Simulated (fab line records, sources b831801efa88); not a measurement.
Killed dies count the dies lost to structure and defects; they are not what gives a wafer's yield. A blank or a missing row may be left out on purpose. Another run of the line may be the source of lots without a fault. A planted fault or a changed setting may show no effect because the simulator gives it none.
Which of the tools did it? ; flow sky130 ; 11 lots, 33 wafers sampled, at 6 steps of a route of 708

WHAT THE GAUGES READ, wafer by wafer
SKY_VIA1_CD_MEAS_12: target cd 150 nm. Usual: cd nm at 149.4 nm, with a standard deviation of 1.7.
lot;measured;on;cd nm (nm);flag
L418;day 34 06:52;cd sem-01;148.1 148.9 147.6;
L422;day 36 04:31;cd sem-02;152.0 153.5 152.7;
L423;day 36 05:11;cd sem-02;151.2 147.0 148.5;
L424;day 36 09:46;cd sem-02;150.6 148.1 149.2;
L426;day 37 02:55;cd sem-01;147.6 148.9 147.0;
L429;day 37 19:48;cd sem-01;153.0 153.5 152.1;
L430;day 38 03:27;cd sem-01;147.1 146.3 146.7;
L431;day 38 11:07;cd sem-01;152.1 149.4 150.5;
L436;day 39 20:13;cd sem-02;149.6 148.4 148.9;
L435;day 40 05:54;cd sem-01;148.0 147.8 148.5;
L439;day 40 23:03;cd sem-01;149.7 148.7 149.1;

SKY_VIA1_RS_MEAS_22: uses a four-point probe to measure. Usual: VIA1_W_RS 0.431 ohm/sq, standard deviation 0.0042.
lot;measured;on;VIA1_W_RS (ohm/sq);flag
L418;day 34 08:01;film metro-01;0.429 0.436 0.431;
L422;day 36 05:31;film metro-02;0.437 0.429 0.425;
L423;day 36 06:16;film metro-01;0.429 0.432 0.427;
L424;day 36 10:46;film metro-01;0.435 0.427 0.429;
L426;day 37 03:55;film metro-02;0.437 0.433 0.436;
L429;day 37 20:51;film metro-04;0.430 0.431 0.423;
L430;day 38 04:29;film metro-01;0.533 0.529 0.537 0.535 0.529 0.536;OFF
L431;day 38 12:11;film metro-01;0.426 0.424 0.428;
L436;day 39 21:13;film metro-02;0.539 0.545 0.529 0.538 0.546 0.530;OFF
L435;day 40 06:56;film metro-04;0.527 0.527 0.538 0.527 0.527 0.539;OFF
L439;day 41 00:02;film metro-04;0.435 0.433 0.434;

SKY_VIA1_THK_MEAS_23: measures by xrf. Usual: VIA1_W_THK 271 nm, standard deviation 3.1.
lot;measured;on;VIA1_W_THK (nm);flag
L418;day 34 08:08;film metro-01;274 268 272;
L422;day 36 05:38;film metro-02;267 270 275;
L423;day 36 06:22;film metro-01;273 269 277;
L424;day 36 10:53;film metro-01;270 274 274;
L426;day 37 04:01;film metro-02;269 270 271;
L429;day 37 20:58;film metro-04;271 271 275;
L430;day 38 06:20;film metro-01;229 231 227 229 232 227;OFF
L431;day 38 12:18;film metro-01;272 277 273;
L436;day 39 23:50;film metro-02;229 227 233 228 226 232;OFF
L435;day 40 09:31;film metro-04;231 231 227 231 230 228;OFF
L439;day 41 00:10;film metro-04;267 270 267;

WHICH TOOL RAN EACH LOT (tool, then ch and the chambers of the sampled wafers, then the start)
lot;SKY_METAL1_SPUTTER_04;SKY_VIA1_CMP_02;SKY_VIA1_CVD_21
L418;pvd sputter-04, day 31 23:10;cmp-01 ch 0,2,3, day 33 03:52;cvd w-01 ch 0,1, day 34 07:55
L422;pvd sputter-04, day 33 19:43;cmp-01 ch 0,2, day 35 03:08;cvd w-01 ch 0,1, day 36 05:25
L423;pvd sputter-04, day 33 22:56;cmp-01 ch 0,1,2, day 35 03:50;cvd w-01 ch 0,1, day 36 06:06
L424;pvd sputter-02, day 34 04:37;cmp-02 ch 0,2,3, day 35 08:13;cvd w-01 ch 0,1, day 36 10:40
L426;pvd sputter-02, day 34 22:11;cmp-01 ch 1,3, day 36 01:43;cvd w-01 ch 0, day 37 03:48
L429;pvd sputter-03, day 35 16:29;cmp-02 ch 1,2,3, day 36 17:24;cvd w-02 ch 0, day 37 20:45
L430;pvd sputter-03, day 35 23:43;cmp-01 ch 2,3, day 37 02:02;cvd w-01 ch 0,1, day 38 04:23
L431;pvd sputter-03, day 36 07:13;cmp-01 ch 0,1,2, day 37 09:19;cvd w-02 ch 0,1, day 38 12:02
L436;pvd sputter-03, day 37 16:38;cmp-01 ch 1,2,3, day 38 19:09;cvd w-01 ch 0,1, day 39 21:07
L435;pvd sputter-02, day 38 01:13;cmp-02 ch 0,2,3, day 39 04:26;cvd w-01 ch 0,1, day 40 06:50
L439;pvd sputter-02, day 38 20:13;cmp-02 ch 1,2,3, day 39 22:27;cvd w-02 ch 0, day 40 23:57
- SKY_METAL1_SPUTTER_04: material TiN, target thk 70 nm, time 58.3 s.
- SKY_VIA1_CMP_02: polishes SiO2.
- SKY_VIA1_CVD_21: deposits W, target thk 270 nm, time 80.902 s.

WHAT THE TOOLS THEMSELVES READ (means of the sampled wafers that have a number; where no wafer has one, the mark that the record gives instead)
SKY_METAL1_SPUTTER_04. Usual: throttle valve pct at 30.0 %, with a standard deviation of 0.94.
lot;tool;throttle valve pct (%);flag
L418;pvd sputter-04;30.8;
L422;pvd sputter-04;30.7;
L423;pvd sputter-04;30.0;
L424;pvd sputter-02;29.7;
L426;pvd sputter-02;29.2;
L429;pvd sputter-03;29.5;
L430;pvd sputter-03;29.7;
L431;pvd sputter-03;29.6;
L436;pvd sputter-03;29.5;
L435;pvd sputter-02;30.1;
L439;pvd sputter-02;29.3;

SKY_VIA1_CMP_02. Usual: edge zone pressure frac 1.000, standard deviation 0.0047; motor current A 12.8 A, standard deviation 1.2.
lot;tool;edge zone pressure frac;motor current A (A);flag
L418;cmp-01;1.000;13.1;
L422;cmp-01;1.001;13.0;
L423;cmp-01;1.000;14.0;
L424;cmp-02;1.001;11.9;
L426;cmp-01;1.002;13.4;
L429;cmp-02;1.001;12.4;
L430;cmp-01;0.996;12.9;
L431;cmp-01;1.005;13.1;
L436;cmp-01;1.002;13.1;
L435;cmp-02;1.001;12.1;
L439;cmp-02;0.998;12.8;

SKY_VIA1_CVD_21. Usual: heater power w at 867 W, with a standard deviation of 74.
lot;tool;heater power w (W);flag
L418;cvd w-01;812;
L422;cvd w-01;797;
L423;cvd w-01;854;
L424;cvd w-01;843;
L426;cvd w-01;900;
L429;cvd w-02;843;
L430;cvd w-01;850;
L431;cvd w-02;932;
L436;cvd w-01;832;
L435;cvd w-01;837;
L439;cvd w-02;853;

THE ANSWER, worked out from the rows above alone
Rule: lot off if the mean of its wafers having a number is beyond 3 standard deviations from the usual mean. A lot without any number at a reading at which 4 lots or more have one is off too. Where the step has rows for the other lots, those lots are counted as sound. After the gauges, taken in route order, come the tools' own readings; for these a lot's mean is taken, as printed above. The first step at which some lot is off is used, and at that step the reading that is off furthest; a lot without a number counts as furthest.
Off: L430, L436, L435, at SKY_VIA1_RS_MEAS_22 (VIA1_W_RS).
If a tool, at a process step before that reading, ran all the lots that are off and no sound lot after the first of them, it fits. Those tools and the gauges at SKY_VIA1_RS_MEAS_22 are tried in the same way. One fits: cvd w-01 at SKY_VIA1_CVD_21. Its last sound lot is L426 (day 37 03:48), its first lot that is off L430 (day 38 04:23): a fault that began between those two fits.

WHAT WAS PUT IN BY THE SIMULATOR
Site profile drift: cvd w-01, from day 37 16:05 on, at SKY_VIA1_CVD_21. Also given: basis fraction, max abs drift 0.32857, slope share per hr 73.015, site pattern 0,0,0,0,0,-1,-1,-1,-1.
Shown lots that were struck: L430, L436, L435. The rule above found the same.
